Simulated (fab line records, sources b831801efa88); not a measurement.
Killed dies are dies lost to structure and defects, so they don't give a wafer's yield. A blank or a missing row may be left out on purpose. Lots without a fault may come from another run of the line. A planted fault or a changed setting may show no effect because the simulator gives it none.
One fault through the eyes of 2 desks | flow gf180mcu | numbers are kept per desk, each desk with only its own; the story behind them comes last

## TOOL OWNER'S DESK, cvdW-02
The tool's own readings at GF_V3_CVD_23 (deposits W, target thk 350 nm, time 104.9 s): means of the sampled wafers that have a number, for each lot that ran on this tool. Marked OUT: a lot whose mean sits more than 4 standard deviations from the usual mean, which makes it out of limits; the brackets give that distance.
Columns: A = heaterPowerW at GF_V3_CVD_23, usual 852 W; B = susceptorTempC at GF_V3_CVD_23, usual 400.02 C
lot  | first seen here | A   | B
L969 | day 22 09:53    | 846 | 399.91
L970 | day 22 17:14    | 849 | 400.12
L972 | day 23 09:16    | 854 | 400.09
L974 | day 24 06:04    | 834 | 400.23
L977 | day 25 16:01    | 845 | 399.94
L978 | day 25 17:47    | 843 | 400.05
L988 | day 28 14:16    | 852 | 400.20
This desk's verdict: no lot among the 7 shows anything out of limits.

## METROLOGY DESK
What the gauges read, lot by lot, whatever tool the lot ran on: means of the sampled wafers that have a number. Marked OUT: a lot whose mean sits more than 4 standard deviations from the usual mean, which makes it out of limits; the brackets give that distance.
Columns: A = VT_IMPLANT_03_OVL at GF_VT_IMPLANT_OVL_MEAS_40, usual 0.4 nm; B = V3_W_RS at GF_V3_RS_MEAS_24, usual 0.329 ohm/sq; C = V3_W_THK at GF_V3_THK_MEAS_25, usual 344 nm
lot  | first seen here | A    | B                | C
L969 | day 7 12:59     | -1.6 | 0.327            | 342
L970 | day 7 19:20     | -0.2 | 0.331            | 335
L971 | day 8 01:55     | 3.2  | 0.331            | 346
L972 | day 8 08:02     | 1.8  | 0.335            | 342
L974 | day 8 22:09     | 0.1  | 0.333            | 343
L977 | day 9 17:44     | 0.3  | 0.298 (-7.6) OUT | 388 (+8.9) OUT
L978 | day 10 05:02    | 2.7  | 0.267 (-15) OUT  | 435 (+18) OUT
L981 | day 10 22:02    | 0.4  | 0.324            | 348
L988 | day 12 21:32    | 0.5  | 0.331            | 342
L989 | day 13 03:17    | 3.8  | 0.322            | 348
L992 | day 14 02:50    | -0.6 | 0.323            | 349
Finding of this desk: L977, L978 out of limits, first seen on L977 at day 25 16:08 (V3_W_RS at GF_V3_RS_MEAS_24). Within limits: L969, L970, L971, L972, L974, L981, L988, L989, L992.

## ALL TOGETHER
The metrology desk could have raised an alarm at day 25 16:08, on L977, L978.
The desk of the tool owner found nothing out of limits.
On record at the tool owner's desk: L977, L978, within its limits.
Every lot named ran GF_V3_CVD_23 on cvdW-02.

## WHAT THE SIMULATOR HAD PUT IN
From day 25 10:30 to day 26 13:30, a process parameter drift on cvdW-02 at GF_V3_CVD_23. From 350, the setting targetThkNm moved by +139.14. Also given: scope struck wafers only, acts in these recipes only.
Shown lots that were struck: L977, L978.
Hours from the fault's start to each desk's first reading out of limits: the metrology desk, 6.
